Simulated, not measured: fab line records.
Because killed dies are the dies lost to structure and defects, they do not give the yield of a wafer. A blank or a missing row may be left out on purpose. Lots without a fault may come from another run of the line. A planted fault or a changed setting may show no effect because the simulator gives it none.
fab line records	flow sky130
record lots=11	wafers=33	last-day=50
route steps=708 shown SONOS_TUNNEL@162 SONOS_ONO@168 POLY_GATE@230 LDD_N@244
lots with no fault: from the same line, run without faults
start-h: hours from the record's first day to the start of the lot's first wafer shown	wait-h: hours since the lot's step before	" unchanged from the row above	L1.1+2: a row that stands for several wafers	- either no value or no given start	* or withheld: withheld	< > ~ a bound
route shown NAME@n: names a module that has steps shown in the file, with the first one's number in the route	usual: average and standard deviation across the fault-free wafers	same: alike in all rows	chamber/n: place in a boat	sites: per-site readings	_std_site: the values' standard deviation	_edge_site: inner sites' mean taken away from outer sites' mean	radius-mm: for every site, how far away it sits from the centre of the wafer	mask NAME#n: copy n	behind: the tool/chamber that last shaped the wafer	hold: what put the lot on hold/how long, in hours/how the hold closed	device: which transistor (n, p or np) failed to switch	end of line: the tests these same wafers got at the end of their route	a step given without rows: its recipe and nothing more	killed: dies lost to structure and defects at the first sort, not the wafer's yield	map: shows each die of a wafer: x if killed, . if not, _ if none is there
set.NAME: the setting the step ran with; set.NAME@STEP: the setting that earlier step ran with	model.NAME: the simulator's own value behind a step, which no gauge read
route steps across a sampled set of lots; one table per step, one row per wafer
services: from which hour (start-h, from the record's first day; less than 0 if before it) a tool's chamber was out of use, for how many hours, and why
## steps
# step SKY_SONOS_TUNNEL_OVL_MEAS_08
# usual SONOS_TUNNEL_OVL=-0.7/1.7
lot.wafer	tool	chamber	start-h	wait-h	SONOS_TUNNEL_OVL[nm]
L284.2	overlay-01	-	250.88	0.1	-3.0
L284.3	"	-	"	"	-2.8
L284.6	"	-	"	"	-1.4
L285.1	overlay-02	-	260.88	0.1	-1.6
L285.4	"	-	"	"	-2.2
L285.6	"	-	"	"	-0.7
L287.1	overlay-01	-	272.33	0.1	-1.8
L287.5	"	-	"	"	-2.8
L287.6	"	-	"	"	-1.5
L289.1	overlay-01	-	295.63	0.1	-2.5
L289.2	"	-	"	"	-3.1
L289.4	"	-	"	"	-1.2
L294.1	overlay-02	-	325.03	0.1	-2.9
L294.3	"	-	"	"	-2.1
L294.6	"	-	"	"	-3.8
L295.3	overlay-02	-	330.57	0.1	-1.5
L295.4	"	-	"	"	0.5
L295.6	"	-	"	"	1.2
L297.3	overlay-02	-	359.54	0.1	-2.1
L297.5	"	-	"	"	0.6
L297.6	"	-	"	"	-1.5
L299.1	overlay-02	-	370.83	0.1	-3.2
L299.2	"	-	"	"	-2.3
L299.4	"	-	"	"	-0.5
L302.4	overlay-01	-	395.20	0.1	-0.2
L302.5	"	-	"	"	-0.8
L302.6	"	-	"	"	-0.8
L303.3	overlay-01	-	408.39	0.1	-4.7
L303.4	"	-	"	"	-2.0
L303.6	"	-	"	"	-3.2
L305.3	overlay-02	-	424.54	0.1	0.6
L305.4	"	-	"	"	1.2
L305.6	"	-	"	"	-0.5
# step SKY_SONOS_ONO_OXIDATION_00
# recipe temp-c=800	ambient=O2	idle-temp-c=700	ramp-up-c-per-min=10	ramp-down-c-per-min=3	stabilise-s=600	purge-s=300	target-thk-a=26	ox-time-s=1249
# usual spike-tc-bottom-C=822.2/1.5	spike-tc-centre-C=800.2/0.93	spike-tc-lower-C=800.9/1.3	spike-tc-top-C=817.3/2.3	spike-tc-upper-C=800.1/1.5	tube-center-temp-C=800/0.072	tube_center_temp_C_max=802.1/0.36	zone-power-top-pct=29.3/0.49
lot.wafer	tool	chamber	start-h	wait-h	spike-tc-bottom-C	spike-tc-centre-C	spike-tc-lower-C	spike-tc-top-C	spike-tc-upper-C	tube-center-temp-C	tube_center_temp_C_max	zone-power-top-pct
L284.2	furnace-01	0	251.63	0.1	820.9	801.4	802.8	813.1	798.3	799.97	802.5	30.0
L284.3	"	0	"	"	821.7	799.4	803.3	816.1	801.6	800.06	802.2	29.3
L284.6	"	0	"	"	823.0	801.2	801.6	815.1	798.8	800.02	802.1	29.8
L285.1	furnace-02	0	263.42	2.0	822.2	800.5	799.6	817.5	801.7	799.93	802.0	28.9
L285.4	"	0	"	"	821.3	799.2	801.4	818.7	799.8	800.06	802.0	29.4
L285.6	"	0	"	"	823.0	800.7	801.2	819.9	802.0	799.99	802.1	29.2
L287.1	furnace-01	0	274.32	1.5	820.9	799.3	798.8	814.6	798.4	800.03	801.8	30.0
L287.5	"	0	"	"	822.6	799.1	800.4	815.9	799.8	800.1	801.7	29.8
L287.6	"	0	"	"	821.3	798.8	803.0	813.8	799.2	800.04	802.3	29.9
L289.1	furnace-02	0	296.70	0.5	824.2	798.6	801.0	819.2	801.8	799.98	801.7	28.6
L289.2	"	0	"	"	823.6	801.3	801.1	819.5	800.8	800.01	801.4	29.2
L289.4	"	0	"	"	822.3	800.0	800.8	820.6	799.8	800.08	802.2	28.9
L294.1	furnace-01	0	326.34	0.8	823.7	800.7	801.6	816.5	797.8	799.96	802.1	29.4
L294.3	"	0	"	"	820.9	800.5	802.2	815.5	799.3	800.05	801.8	29.8
L294.6	"	0	"	"	820.5	801.3	801.7	814.4	797.6	800.05	802.3	29.4
L295.3	furnace-02	0	332.04	1.0	823.8	800.5	798.8	819.8	802.7	800.22	801.8	29.1
L295.4	"	0	"	"	823.4	799.1	798.7	818.4	801.8	799.92	801.5	29.6
L295.6	"	0	"	"	825.3	798.6	799.2	817.4	800.2	800.07	801.8	29.5
L297.3	furnace-02	0	360.05	0.0	822.2	801.8	799.3	820.2	800.4	800.02	802.0	29.1
L297.5	"	0	"	"	823.3	798.3	799.1	820.6	801.0	799.9	801.7	28.8
L297.6	"	0	"	"	822.4	799.7	801.3	820.1	803.5	800.01	802.8	28.3
L299.1	furnace-02	0	371.63	0.2	822.3	800.3	800.1	818.3	799.4	799.91	802.2	29.2
L299.2	"	0	"	"	822.0	800.9	801.1	819.9	802.0	800	801.5	28.5
L299.4	"	0	"	"	823.8	800.3	799.4	818.5	801.7	799.88	802.2	28.8
L302.4	furnace-02	0	396.63	0.9	824.8	800.3	799.0	817.4	799.5	799.99	801.5	28.9
L302.5	"	0	"	"	823.1	800.8	800.8	819.8	801.6	800.02	802.0	28.7
L302.6	"	0	"	"	824.5	800.1	799.0	818.0	801.3	800.05	801.6	29.0
L303.3	furnace-02	0	408.94	0.0	828.5	803.6	804.5	825.1	808.0	805.12	807.2	29.3
L303.4	"	0	"	"	829.6	805.3	805.6	822.0	807.2	805.14	807.2	29.4
L303.6	"	0	"	"	827.7	805.4	806.2	823.9	805.5	805.1	807.6	29.7
L305.3	furnace-02	0	425.40	0.3	828.6	806.5	805.3	823.9	806.4	805.21	806.9	28.9
L305.4	"	0	"	"	826.8	803.6	805.1	824.9	805.7	805.07	806.9	29.0
L305.6	"	0	"	"	828.0	805.1	806.9	824.4	806.4	805.22	807.5	29.2
# step SKY_SONOS_ONO_THK_MEAS_01
# recipe reads=SiO2_of_SONOS_ONO_OXIDATION_00
# usual SONOS_ONO_OXIDATION_THK=2.61/0.063
lot.wafer	tool	chamber	start-h	wait-h	SONOS_ONO_OXIDATION_THK[nm]
L284.2	film-metro-03	-	252.99	0.0	2.56
L284.3	"	-	"	"	2.57
L284.6	"	-	"	"	2.57
L285.1	film-metro-03	-	264.77	0.0	2.71
L285.4	"	-	"	"	2.68
L285.6	"	-	"	"	2.73
L287.1	film-metro-03	-	275.66	0.0	2.64
L287.5	"	-	"	"	2.63
L287.6	"	-	"	"	2.56
L289.1	film-metro-02	-	298.04	0.0	2.71
L289.2	"	-	"	"	2.72
L289.4	"	-	"	"	2.74
L294.1	film-metro-01	-	327.69	0.0	2.58
L294.3	"	-	"	"	2.55
L294.6	"	-	"	"	2.55
L295.3	film-metro-01	-	333.41	0.0	2.58
L295.4	"	-	"	"	2.66
L295.6	"	-	"	"	2.62
L297.3	film-metro-03	-	361.42	0.0	2.65
L297.5	"	-	"	"	2.66
L297.6	"	-	"	"	2.71
L299.1	film-metro-03	-	372.98	0.0	2.66
L299.2	"	-	"	"	2.71
L299.4	"	-	"	"	2.63
L302.4	film-metro-01	-	398.01	0.0	2.51
L302.5	"	-	"	"	2.52
L302.6	"	-	"	"	2.49
L303.3	film-metro-03	-	410.31	0.0	2.87
L303.4	"	-	"	"	2.84
L303.6	"	-	"	"	2.80
L305.3	film-metro-01	-	426.77	0.0	2.78
L305.4	"	-	"	"	2.87
L305.6	"	-	"	"	2.82
# step SKY_POLY_GATE_ETCH_16
# recipe stop-on=poly-Si	chemistry=CH3F/O2	target=Si3N4	source-w=400	bias-w=80	pressure-mtorr=25	ch3f-flow-sccm=40	O2_flow_sccm=30	time-s=147.5	target-depth-a=750
# usual drypump-motor-current-A=5.7/0.31	oes-product-au=0.639/0.0053	throttle-valve-pct=10.535/0.009
lot.wafer	tool	chamber	start-h	wait-h	drypump-motor-current-A	oes-product-au	rf-hours-counter-h	throttle-valve-pct
L284.2	rie-diel-03	2	372.24	0.0	6.1	0.640	51	10.536
L284.3	"	1	"	"	5.7	0.645	29	10.522
L284.6	"	1	"	"	5.7	0.645	-	10.540
L285.1	rie-diel-01	3	379.64	0.0	5.7	0.637	52	10.520
L285.4	"	1	"	"	5.6	0.643	6	10.545
L285.6	"	0	"	"	6.0	0.635	-	10.530
L287.1	rie-diel-03	0	396.92	0.0	5.7	0.645	32	10.530
L287.5	"	1	"	"	5.7	0.644	-	10.527
L287.6	"	2	"	"	6.1	0.640	-	10.539
L289.1	rie-diel-01	1	427.32	0.0	5.6	0.643	7	10.540
L289.2	"	2	"	"	5.5	0.643	32	10.535
L289.4	"	0	"	"	6.0	0.638	-	10.527
L294.1	rie-diel-02	3	464.37	0.0	4.8	0.642	5	10.538
L294.3	"	2	"	"	6.0	0.641	2	10.538
L294.6	"	3	"	"	4.8	0.635	-	10.526
L295.3	rie-diel-03	0	464.40	0.0	5.7	0.638	34	10.523
L295.4	"	2	"	"	6.0	0.643	53	10.533
L295.6	"	3	"	"	5.7	0.633	-	10.522
L297.3	rie-diel-02	3	493.70	0.0	4.8	0.638	6	10.535
L297.5	"	2	"	"	6.0	0.638	-	10.542
L297.6	"	1	"	"	5.5	0.652	-	10.531
L299.1	rie-diel-03	1	506.44	0.0	5.7	0.631	32	10.537
L299.2	"	3	"	"	5.7	0.632	3	10.541
L299.4	"	0	"	"	5.7	0.634	34	10.519
L302.4	rie-diel-01	0	530.94	0.0	6.0	0.632	14	10.535
L302.5	"	3	"	"	5.8	0.639	-	10.524
L302.6	"	0	"	"	6.0	0.641	-	10.546
L303.3	rie-diel-03	3	545.45	0.0	5.6	0.641	3	10.533
L303.4	"	2	"	"	6.1	0.635	54	10.528
L303.6	"	2	"	"	6.1	0.637	-	10.521
L305.3	rie-diel-01	3	558.49	0.0	5.8	0.634	55	10.539
L305.4	"	0	"	"	6.0	0.648	15	10.550
L305.6	"	0	"	"	6.0	0.640	-	10.524
# step SKY_LDD_N_OVL_MEAS_07
# usual LDD_N_OVL=0.0/1.3
lot.wafer	tool	chamber	start-h	wait-h	LDD_N_OVL[nm]
L284.2	overlay-01	-	404.86	0.1	-2.5
L284.3	"	-	"	"	-1.2
L284.6	"	-	"	"	-3.6
L285.1	overlay-02	-	410.91	0.1	-1.9
L285.4	"	-	"	"	-0.1
L285.6	"	-	"	"	-0.2
L287.1	overlay-01	-	429.56	0.1	0.5
L287.5	"	-	"	"	-0.9
L287.6	"	-	"	"	-1.5
L289.1	overlay-02	-	461.65	0.1	0.7
L289.2	"	-	"	"	0.6
L289.4	"	-	"	"	1.2
L294.1	overlay-01	-	496.91	0.1	-0.9
L294.3	"	-	"	"	-0.1
L294.6	"	-	"	"	-1.6
L295.3	overlay-02	-	496.92	0.1	0.9
L295.4	"	-	"	"	0.7
L295.6	"	-	"	"	0.6
L297.3	overlay-01	-	526.87	0.1	0.2
L297.5	"	-	"	"	1.5
L297.6	"	-	"	"	0.7
L299.1	overlay-02	-	543.15	0.1	2.1
L299.2	"	-	"	"	0.9
L299.4	"	-	"	"	2.5
L302.4	overlay-01	-	562.13	0.1	-1.4
L302.5	"	-	"	"	-1.1
L302.6	"	-	"	"	-1.2
L303.3	overlay-02	-	577.32	0.1	-2.1
L303.4	"	-	"	"	0.3
L303.6	"	-	"	"	-0.4
L305.3	overlay-01	-	590.32	0.1	1.7
L305.4	"	-	"	"	1.4
L305.6	"	-	"	"	-1.4
## services
tool	chamber	start-h	hours	kind
rie-diel-03	0	246.96	16.6	repair
furnace-02	-	256.63	3.3	pm
furnace-02	-	259.90	3.5	pm
rie-diel-02	3	270.85	9.3	repair
rie-diel-01	3	309.92	5.1	repair
rie-diel-03	3	316.85	3.8	repair
rie-diel-01	2	317.51	4.1	repair
rie-diel-03	-	354.77	1.1	repair
rie-diel-01	2	359.71	9.9	repair
furnace-01	-	372.45	2.6	pm
rie-diel-02	-	390.89	1.2	repair
furnace-02	-	410.29	3.9	pm
rie-diel-01	3	425.03	3.4	repair
furnace-02	-	426.75	3.1	pm
furnace-01	-	440.87	15.5	pm
rie-diel-02	0	445.81	2.6	repair
rie-diel-03	2	479.15	3.3	repair
furnace-02	-	481.27	29.9	repair
rie-diel-03	2	502.68	2.7	repair
furnace-01	-	505.90	7.3	repair
rie-diel-03	3	523.81	1.2	repair
rie-diel-03	2	531.51	1.4	repair
furnace-02	-	537.35	3.9	pm
furnace-01	-	541.23	4.2	pm
## key
first-sign step=SKY_SONOS_ONO_OXIDATION_00	reading=tube-center-temp-C	direction=up	sigmas=64	usual=*	struck=*
effect step=SKY_SONOS_ONO_OXIDATION_00	reading=tube_center_temp_C_max	direction=up	sigmas=14	usual=*	struck=*
effect step=SKY_SONOS_ONO_THK_MEAS_01	reading=SONOS_ONO_OXIDATION_THK	direction=up	sigmas=3.5	usual=2.61	struck=2.83
met-at SKY_SONOS_ONO_OXIDATION_00
struck-lots L303,L305
tester-left-out L303,L305
not-acting-at SKY_SONOS_TUNNEL_OVL_MEAS_08,SKY_POLY_GATE_ETCH_16,SKY_LDD_N_OVL_MEAS_07
onset-between 396.63 408.94
fault kind=process-parameter-drift	tool=furnace-02	chamber=-	onset-h=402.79	steps=SKY_SONOS_ONO_OXIDATION_00	channel=temp-c	offset=*	shape=step	end-h=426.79	acts-in=*	stated=*
# tester-left-out: of these lots the tester's yield and bins aren't shown, on N5 and GAA mostly nor the transistor test; their killed dies are dies lost to structure and defects alone, not to doping, threshold or leakage, so they don't give the yield
